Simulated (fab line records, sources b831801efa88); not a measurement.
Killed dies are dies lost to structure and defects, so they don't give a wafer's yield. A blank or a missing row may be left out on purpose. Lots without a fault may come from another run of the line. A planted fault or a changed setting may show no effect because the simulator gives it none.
Chamber matching | flow sky130 | SKY_CONTACT_ETCH_17 on rie_diel-01: 4 sister chambers
The step etches SiO2 in C4F8/O2/Ar, stops on Si3N4, target depth 340 nm. 8 wafers are shown with their chamber, then 10 later ones without.

WAFERS WITH THEIR CHAMBER
wafer  | chamber | oes_product_au (a.u.)
L078.4 | 2       | 0.893
L078.5 | 1       | 0.900
L078.6 | 3       | 0.889
L085.4 | 3       | 0.886
L085.5 | 1       | 0.893
L085.6 | 0       | 0.892
L087.1 | 0       | 0.886
L087.3 | 2       | 0.892

WAFERS WITHOUT THEIR CHAMBER
wafer  | oes_product_au (a.u.)
L087.4 | 0.890
L091.4 | 0.883
L091.5 | 0.893
L091.6 | 0.894
L092.3 | 0.895
L092.4 | 0.896
L092.6 | 0.888
L096.4 | 0.896
L096.5 | 0.895
L096.6 | 0.893

WHICH CHAMBER EACH WENT THROUGH
wafer  | from the rows above               | in truth
L087.4 | can't be placed: 0 or 2 or 3 or 1 | 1
L091.4 | can't be placed: 3 or 0 or 2      | 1
L091.5 | can't be placed: 2 or 1 or 0 or 3 | 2
L091.6 | can't be placed: 2 or 1 or 0 or 3 | 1
L092.3 | can't be placed: 1 or 2 or 0 or 3 | 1
L092.4 | can't be placed: 1 or 2 or 0      | 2
L092.6 | can't be placed: 3 or 0 or 2      | 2
L096.4 | can't be placed: 1 or 2 or 0      | 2
L096.5 | can't be placed: 1 or 2 or 0 or 3 | 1
L096.6 | can't be placed: 2 or 1 or 0 or 3 | 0
Placed correctly: 0 of 10. Can't be placed from these rows: 10 (the true chamber is among the candidates in 9). Placed wrongly: 0.
How it was worked out, from the rows above alone: a wafer's distance from a chamber is the root of the sum, over the readings, of the square of ((its reading less the chamber's mean) divided by the reading's scatter). The wafer belongs to the nearest chamber; if the next one is less than 2 further off, it can't be placed. A chamber's mean is the mean of its shown wafers. The scatter: the root of (the sum of the squares of (reading less its chamber's mean) over the shown wafers, divided by (wafers less chambers)).
